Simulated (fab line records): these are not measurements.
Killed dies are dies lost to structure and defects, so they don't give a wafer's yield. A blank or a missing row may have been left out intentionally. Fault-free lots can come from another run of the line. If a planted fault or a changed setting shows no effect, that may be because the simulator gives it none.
Chamber matching	flow gf180mcu	GF_V5_ETCH_16 on rie-diel-02 has 4 sister chambers
The step etches BARC in N2/H2. 18 wafers are shown with their chamber, then 9 later ones without.

WAFERS WITH THEIR CHAMBER
wafer	chamber	drypump-motor-current-A (A)	throttle-valve-pct (%)	oes-product-au (a.u.)
L074.3	3	4.8	13.220	0.855
L074.4	1	5.7	13.232	0.856
L074.5	2	5.3	13.219	0.856
L078.1	1	5.7	13.233	0.856
L078.4	3	4.8	13.218	0.844
L078.5	1	5.7	13.233	0.853
L079.2	3	4.8	13.208	0.857
L079.3	0	5.8	13.210	0.862
L079.5	3	4.8	13.202	0.849
L081.1	3	4.8	13.215	0.859
L081.2	1	5.7	13.236	0.857
L081.6	3	4.8	13.210	0.856
L090.1	3	4.8	13.230	0.855
L090.4	0	5.8	13.238	0.855
L090.5	2	5.2	13.234	0.855
L089.3	2	5.2	13.215	0.855
L089.4	0	5.8	13.233	0.853
L089.5	1	5.7	13.231	0.855

SIGNATURES (averages over the wafers above)
reading	chamber 0	chamber 1	chamber 2	chamber 3	scatter within a chamber
drypump-motor-current-A	5.800	5.700	5.233	4.800	0.0218
throttle-valve-pct	13.22700	13.23300	13.22267	13.21471	0.00911
oes-product-au	0.85667	0.85540	0.85533	0.85357	0.00395
Rule: distance of a wafer from a chamber = root of the sum over the readings of ((wafer's reading minus chamber's mean) / reading's scatter) squared. The wafer belongs to the nearest chamber; if the next one is less than 2 further off, it can't be placed. How the scatter is found: for the shown wafers, subtract from each reading the mean of its chamber, square and add these, divide the total by (wafers less chambers), then take the root.

WAFERS WITHOUT THEIR CHAMBER
wafer	drypump-motor-current-A (A)	throttle-valve-pct (%)	oes-product-au (a.u.)
L092.2	5.2	13.208	0.847
L092.5	5.8	13.218	0.865
L092.6	4.8	13.221	0.858
L093.1	4.8	13.224	0.856
L093.2	5.2	13.221	0.857
L093.3	5.7	13.221	0.853
L093.4	5.7	13.223	0.857
L093.5	5.2	13.216	0.853
L093.6	4.8	13.205	0.862

CHAMBER TAKEN BY EACH
wafer	from the rows above	in truth
L092.2	2	2
L092.5	0	0
L092.6	3	3
L093.1	3	3
L093.2	2	2
L093.3	1	1
L093.4	1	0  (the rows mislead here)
L093.5	2	2
L093.6	3	3
8 of 9 placed correctly. From these rows, 0 cannot be placed. Wrongly placed: 1.
